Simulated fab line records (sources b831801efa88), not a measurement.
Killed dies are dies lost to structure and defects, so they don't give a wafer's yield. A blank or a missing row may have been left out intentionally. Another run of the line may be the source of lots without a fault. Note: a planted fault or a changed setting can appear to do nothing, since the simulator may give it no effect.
Chamber matching    flow gf180mcu    pecvd-03 running GF_V4_CVD_02: 3 sister chambers
The step deposits SiO2 from TEOS, target thk 850 nm, time 94.851 s. 6 wafers are shown with their chamber, then 10 later ones without.

== WAFERS WITH THEIR CHAMBER ==
wafer   chamber  heater power w (W)
L266.5  0        624
L268.4  2        612
L269.3  2        674
L269.4  1        683
L270.1  0        593
L270.4  1        589

== WAFERS WITH NO CHAMBER GIVEN ==
wafer   heater power w (W)
L270.6  724
L282.4  749
L282.5  566
L282.6  719
L284.1  749
L284.4  629
L284.6  714
L286.1  560
L286.2  703
L286.5  584

== THE CHAMBER EACH PASSED THROUGH ==
wafer   from the rows above           in truth
L270.6  can't be placed: 2 or 1 or 0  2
L282.4  can't be placed: 2 or 1 or 0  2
L282.5  can't be placed: 0 or 1 or 2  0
L282.6  can't be placed: 2 or 1 or 0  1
L284.1  can't be placed: 2 or 1 or 0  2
L284.4  can't be placed: 1 or 2 or 0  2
L284.6  can't be placed: 2 or 1 or 0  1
L286.1  can't be placed: 0 or 1 or 2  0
L286.2  can't be placed: 2 or 1 or 0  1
L286.5  can't be placed: 0 or 1 or 2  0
Correctly placed: 0 of 10. Cannot be placed on the basis of these rows: 10; the candidates contain the true chamber in 10. 0 placed wrongly.
How it was worked out, from the rows above alone: a wafer's distance from a chamber is the root of the sum, over the readings, of the square of ((its reading less the chamber's mean) divided by the reading's scatter). If the next closest chamber is less than 2 further off than the closest, the wafer can't be placed; otherwise it belongs to the closest. For every chamber, the mean is computed from those of its wafers that are shown. The scatter is the square root of a quotient: the sum, over the shown wafers, of each reading's squared deviation from its chamber's mean, divided by wafers minus chambers.
